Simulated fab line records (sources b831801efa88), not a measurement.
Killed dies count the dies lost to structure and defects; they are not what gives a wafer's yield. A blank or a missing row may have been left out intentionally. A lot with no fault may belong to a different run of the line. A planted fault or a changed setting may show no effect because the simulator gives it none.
Code-filled problem report in 8D (eight disciplines) form	flow sky130	the parts of the form that need people (team, actions taken, sign-off) are left out

== 1. PROBLEM STATEMENT ==
Mean of run_length_s at SKY_VIA3_SOFTBAKE_08: 111.66 s across 5 wafers in 2 lots; on wafers with no fault it is 118.89 s (standard deviation 0.21). Measured from the usual mean, that is -34 standard deviations.
The step: time 90 s.
First seen on wafer L527.2, day 43 12:00, on litho_track-04. The record holds 38 wafers of 13 lots with a number at this step. The rule behind "out" and "out of limits": a value lying over 4 standard deviations away from the usual mean. Any other wafer with a number is counted as sound.

== 2. WHAT IT IS, WHAT IT ISN'T ==
question	is	is not
which readings at this step	run_length_s, heater_power_total_W	chill_plate_temp_C, resist_line_temp_C
which lots	L527, L528	L513, L514, L515, L516, L517, L518, L521, L526, L532, L534, L536
which wafers of those lots	all that have a number	-
read on which tools	litho_track-04	litho_track-01, litho_track-03
when	from day 43 12:00	up to then (24 sound wafers); but 9 sound wafers of L532, L534, L536 came after

== 3. SUSPECTS, AND WHAT RULES EACH OUT ==
Counting: a tool at a process step up to the reading stays a suspect if it ran every lot that is out and no sound lot after the first of them.
- litho_track-04 at SKY_VIA3_SOFTBAKE_08 (time 90 s): kept. All lots that are out passed through it, beginning with L527 at day 43 12:00, and no sound lot followed; its final sound lot before that point was L517 at day 40 08:00. Its own readings are out on those wafers: heater_power_total_W, run_length_s.
Remaining after the count: litho_track-04 at SKY_VIA3_SOFTBAKE_08.

== 4. THE CAUSE (what the simulator had put in) ==
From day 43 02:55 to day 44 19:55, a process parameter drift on litho_track-04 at SKY_VIA3_SOFTBAKE_08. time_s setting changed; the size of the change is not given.
The count eliminated every tool but this one.

== 5. THE EFFECT CHAIN, in route order ==
One row per reading whose mean, taken over the struck wafers that have a number, lies over 3 standard deviations from the usual. Only readings for which the record gives a usual standard deviation are gone through. hours: the time from each lot's start at the first step in this table that gives one to its start at this step, as a median over the lots. sigmas: the change in usual standard deviations.
hours	step	reading	usual	on struck wafers	change	sigmas
0	SKY_VIA3_SOFTBAKE_08	heater_power_total_W	57.36 W	58.91	+1.55	+13
0	SKY_VIA3_SOFTBAKE_08	run_length_s	118.89 s	111.66	-7.23	-34
It contains these process steps:
- SKY_VIA3_SOFTBAKE_08: time 90 s.

== 6. HOW IT WOULD HAVE BEEN CAUGHT EARLIER ==
In this record no reading fell out of limits until day 43 12:00, 9 hours after the fault had begun at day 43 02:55.
